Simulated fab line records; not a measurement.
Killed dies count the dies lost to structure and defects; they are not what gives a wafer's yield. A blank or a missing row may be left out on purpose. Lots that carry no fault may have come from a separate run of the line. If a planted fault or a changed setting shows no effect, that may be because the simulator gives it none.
Which tool did it? -- flow gf180mcu -- Sampling: 12 lots, 36 wafers, 6 of 602 route steps

## WHAT THE GAUGES SHOWED, per wafer
GF_NWELL_TW_MEAS_11.
lot,measured,on,NWELL_TW
L476,day 3 06:37,filmMetro-01,1578 1565 1571
L478,day 3 21:25,filmMetro-01,1562 1579 1577
L479,day 4 00:14,filmMetro-01,1574 1566 1569
L480,day 4 05:32,filmMetro-01,1562 1565 1565
L489,day 6 08:14,filmMetro-01,1567 1567 1582
L490,day 6 14:24,filmMetro-04,1564 1565 1562
L491,day 6 17:35,filmMetro-04,1563 1561 1562
L492,day 6 21:30,filmMetro-01,1577 1581 1568
L493,day 7 16:25,filmMetro-04,1577 1567 1575
L495,day 7 21:25,filmMetro-04,1570 1563 1574
L497,day 8 01:05,filmMetro-04,1572 1568 1568
L498,day 8 11:57,filmMetro-01,1574 1568 1565

GF_LVPWELL_TW_MEAS_11.
lot,measured,on,LVPWELL_TW
L476,day 3 20:16,filmMetro-03,566 562 560
L478,day 4 10:59,filmMetro-03,561 561 562
L479,day 4 13:44,filmMetro-03,563 564 565
L480,day 4 19:42,filmMetro-04,557 558 555
L489,day 6 22:49,filmMetro-03,617 617 621
L490,day 7 05:42,filmMetro-01,610 611 609
L491,day 7 09:26,filmMetro-04,615 610 611
L492,day 7 13:00,filmMetro-01,557 556 558
L493,day 8 08:47,filmMetro-01,557 558 560
L495,day 8 13:16,filmMetro-04,556 556 557
L497,day 8 17:51,filmMetro-03,559 560 558
L498,day 9 04:56,filmMetro-04,556 556 559

GF_VT_IMPLANT_RS_MEAS_48: a four-point-probe measurement.
lot,measured,on,LVPWELL_RS (ohm/sq)
L476,day 7 10:41,filmMetro-03,1200 1201 1202
L478,day 8 03:40,filmMetro-04,1201 1197 1200
L479,day 8 08:50,filmMetro-04,1200 1198 1199
L480,day 8 15:17,filmMetro-03,1203 1202 1201
L489,day 11 05:31,filmMetro-01,- - -
L490,day 11 13:35,filmMetro-03,- - -
L491,day 11 16:12,filmMetro-03,- - -
L492,day 11 22:20,filmMetro-04,1198 1192 1195
L493,day 12 21:59,filmMetro-04,1199 1201 1198
L495,day 13 04:38,filmMetro-03,1200 1192 1192
L497,day 13 09:05,filmMetro-04,1198 1199 1201
L498,day 13 23:53,filmMetro-03,1193 1195 1193

## TOOL THAT RAN EACH LOT (tool first, then ch and the chambers of the sampled wafers, then the start)
lot,GF_DNWELL_STRIP_08,GF_LVPWELL_IMPLANT_08,GF_MVPSD_STRIP_10
L476,"plasmaAsher-02 ch 0,1, day 2 18:09","implanter-03 ch 0, day 3 19:54","plasmaAsher-01 ch 0,1, day 4 23:05"
L478,"plasmaAsher-03 ch 0,1, day 3 07:39","implanter-02 ch 0, day 4 10:37","plasmaAsher-03 ch 0,1, day 5 15:17"
L479,"plasmaAsher-03 ch 0,1, day 3 11:00","implanter-02 ch 0, day 4 13:20","plasmaAsher-03 ch 0,1, day 5 19:15"
L480,"plasmaAsher-02 ch 1, day 3 15:27","implanter-03 ch 0, day 4 19:18","plasmaAsher-02 ch 0,1, day 6 00:30"
L489,"plasmaAsher-01 ch 0,1, day 5 17:04","implanter-03 ch 0, day 6 22:25","plasmaAsher-01 ch 0,1, day 8 07:42"
L490,"plasmaAsher-03 ch 0,1, day 5 23:58","implanter-03 ch 0, day 7 05:18","plasmaAsher-03 ch 0,1, day 8 14:15"
L491,"plasmaAsher-03 ch 0,1, day 6 03:16","implanter-03 ch 0, day 7 09:02","plasmaAsher-01 ch 0,1, day 8 17:48"
L492,"plasmaAsher-03 ch 0,1, day 6 06:57","implanter-04 ch 0, day 7 12:36","plasmaAsher-03 ch 0,1, day 8 21:54"
L493,"plasmaAsher-01 ch 0,1, day 7 00:08","implanter-04 ch 0, day 8 08:25","plasmaAsher-03 ch 0,1, day 9 19:02"
L495,"plasmaAsher-02 ch 0,1, day 7 05:17","implanter-02 ch 0, day 8 12:54","plasmaAsher-01 ch 0,1, day 9 23:44"
L497,"plasmaAsher-02 ch 1, day 7 09:01","implanter-04 ch 0, day 8 17:27","plasmaAsher-02 ch 0, day 10 04:59"
L498,"plasmaAsher-02 ch 0,1, day 7 18:46","implanter-04 ch 0, day 9 04:32","plasmaAsher-02 ch 0,1, day 10 16:57"
- GF_DNWELL_STRIP_08: strips in O2/N2.
- GF_LVPWELL_IMPLANT_08
- GF_MVPSD_STRIP_10: strips in O2/N2.

## AS READ BY THE TOOLS THEMSELVES (means over the sampled wafers that have a number; for cases with no such wafer, the mark the record gives instead)
GF_DNWELL_STRIP_08.
lot,tool,drypumpMotorCurrentA (A),heaterPowerW (W),oesProductAu (a.u.),platenTempC (C),stripTimeToEndpointS (s)
L476,plasmaAsher-02,6.2,370,0.721,250.04,36.98
L478,plasmaAsher-03,6.1,353,0.726,249.99,37.03
L479,plasmaAsher-03,6.1,352,0.724,250.02,37.02
L480,plasmaAsher-02,5.5,308,0.724,249.87,37.12
L489,plasmaAsher-01,6.3,308,0.722,250.08,37.05
L490,plasmaAsher-03,5.9,356,0.727,250.01,36.86
L491,plasmaAsher-03,5.9,359,0.724,249.97,36.98
L492,plasmaAsher-03,6.1,354,0.720,249.95,37.00
L493,plasmaAsher-01,6.3,308,0.725,249.94,36.97
L495,plasmaAsher-02,5.9,325,0.721,250.27,36.99
L497,plasmaAsher-02,5.5,298,0.724,249.88,37.07
L498,plasmaAsher-02,5.8,330,0.722,250.09,36.81

GF_LVPWELL_IMPLANT_08.
lot,tool,tiltDeg (degrees)
L476,implanter-03,0.033
L478,implanter-02,0.005
L479,implanter-02,-0.008
L480,implanter-03,0.016
L489,implanter-03,8.978
L490,implanter-03,8.979
L491,implanter-03,8.980
L492,implanter-04,0.014
L493,implanter-04,0.024
L495,implanter-02,-0.016
L497,implanter-04,-0.000
L498,implanter-04,0.010

GF_MVPSD_STRIP_10.
lot,tool,drypumpMotorCurrentA (A),heaterPowerW (W),oesProductAu (a.u.),platenTempC (C),stripTimeToEndpointS (s)
L476,plasmaAsher-01,6.2,321,0.721,249.88,36.87
L478,plasmaAsher-03,5.8,353,0.719,249.91,37.07
L479,plasmaAsher-03,5.9,357,0.719,249.97,36.90
L480,plasmaAsher-02,5.8,325,0.720,250.12,36.85
L489,plasmaAsher-01,6.3,312,0.721,249.96,36.88
L490,plasmaAsher-03,5.9,359,0.719,249.96,36.92
L491,plasmaAsher-01,6.2,318,0.722,250.13,37.02
L492,plasmaAsher-03,5.9,365,0.721,249.74,36.81
L493,plasmaAsher-03,6.1,347,0.725,249.97,36.92
L495,plasmaAsher-01,6.3,302,0.722,249.93,36.92
L497,plasmaAsher-02,6.5,380,0.719,249.90,36.96
L498,plasmaAsher-02,6.2,357,0.722,250.11,36.95

## THE ANSWER, worked out from the rows above alone
Rule: what is usual is taken from the lots themselves. Put in order of their means at a reading, lots are off if they are a third of the lots or fewer, leave a main group of 4 or more, and stand apart from it by a gap of 3 or more times the standard deviation of the main group's means; of several such gaps the widest counts. If all means in a main group match to the digits the tables above print for the reading, that group is not used. Also off: a lot with no number at a reading for which 4 or more lots have one. The other lots that the step has rows for count as sound. After the gauges, taken in route order, come the tools' own readings; for these a lot's mean is taken, as printed above. At the first step where some lot is off, the reading lying furthest off is the one used; lots without a number count as furthest.
Off: L489, L490, L491, at GF_LVPWELL_TW_MEAS_11 (LVPWELL_TW). Main group: mean 559, sd 2.7.
A tool fits if, at a process step before that reading, it ran every lot that is off, and no sound lot after the first of them. Not tried: the gauges at GF_LVPWELL_TW_MEAS_11; whatever is off there is also off at GF_LVPWELL_IMPLANT_08, on other tools, and gauge error can't account for it. One fits: implanter-03 at GF_LVPWELL_IMPLANT_08. A fault onset in the window from L480 (day 4 19:18, its last sound lot) to L489 (day 6 22:25, its first lot off) fits.
The tool's own readings at GF_LVPWELL_IMPLANT_08 bear it out: on the lots that are off they differ by more than 5 times the standard deviation of the sound lots' means. tiltDeg reads 8.979 degrees there against 0.009 degrees on the sound lots.

## WHAT WAS PUT IN BY THE SIMULATOR
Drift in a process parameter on implanter-03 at GF_LVPWELL_IMPLANT_08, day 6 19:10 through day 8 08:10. Setting tiltDeg, moved by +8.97, from 0. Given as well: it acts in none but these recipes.
Lots struck among those shown: L489, L490, L491. The rule given above showed the same thing.
